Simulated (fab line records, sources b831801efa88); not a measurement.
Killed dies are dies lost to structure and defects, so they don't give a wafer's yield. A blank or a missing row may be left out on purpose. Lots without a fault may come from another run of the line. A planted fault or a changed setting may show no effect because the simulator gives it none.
Chamber matching | flow sky130 | SKY_POLY_GATE_ETCH_16 on rie_diel-04: 4 sister chambers
The step etches Si3N4 in CH3F/O2, stops on poly-Si, time 147.5 s, target depth 75 nm. 4 wafers are shown with their chamber, then 10 later ones without.

WAFERS WITH THEIR CHAMBER
wafer  | chamber | drypump_motor_current_A (A)
L081.6 | 3       | 6.0
L083.5 | 2       | 4.9
L083.6 | 1       | 4.9
L086.5 | 0       | 5.4

WAFERS WITHOUT THEIR CHAMBER
wafer  | drypump_motor_current_A (A)
L086.6 | 6.0
L088.1 | 6.0
L088.5 | 6.0
L088.6 | 4.9
L092.3 | 4.9
L092.4 | 6.0
L092.5 | 5.0
L097.1 | 4.9
L097.3 | 5.0
L097.5 | 4.9

WHICH CHAMBER EACH WENT THROUGH
wafer  | from the rows above     | in truth
L086.6 | 3                       | 3
L088.1 | 3                       | 3
L088.5 | 3                       | 3
L088.6 | can't be placed: 1 or 2 | 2
L092.3 | can't be placed: 1 or 2 | 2
L092.4 | 3                       | 3
L092.5 | can't be placed: 1 or 2 | 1
L097.1 | can't be placed: 1 or 2 | 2
L097.3 | can't be placed: 1 or 2 | 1
L097.5 | can't be placed: 1 or 2 | 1
Placed correctly: 4 of 10. Can't be placed from these rows: 6 (the true chamber is among the candidates in 6). Placed wrongly: 0.
How it was worked out, from the rows above alone: a wafer's distance from a chamber is the root of the sum, over the readings, of the square of ((its reading less the chamber's mean) divided by the reading's scatter). The wafer belongs to the nearest chamber; if the next one is less than 2 further off, it can't be placed. A chamber's mean is the mean of its shown wafers. The scatter: with one shown wafer a chamber, the root of the mean of the squares of how far each hidden wafer lies from its nearest shown one.
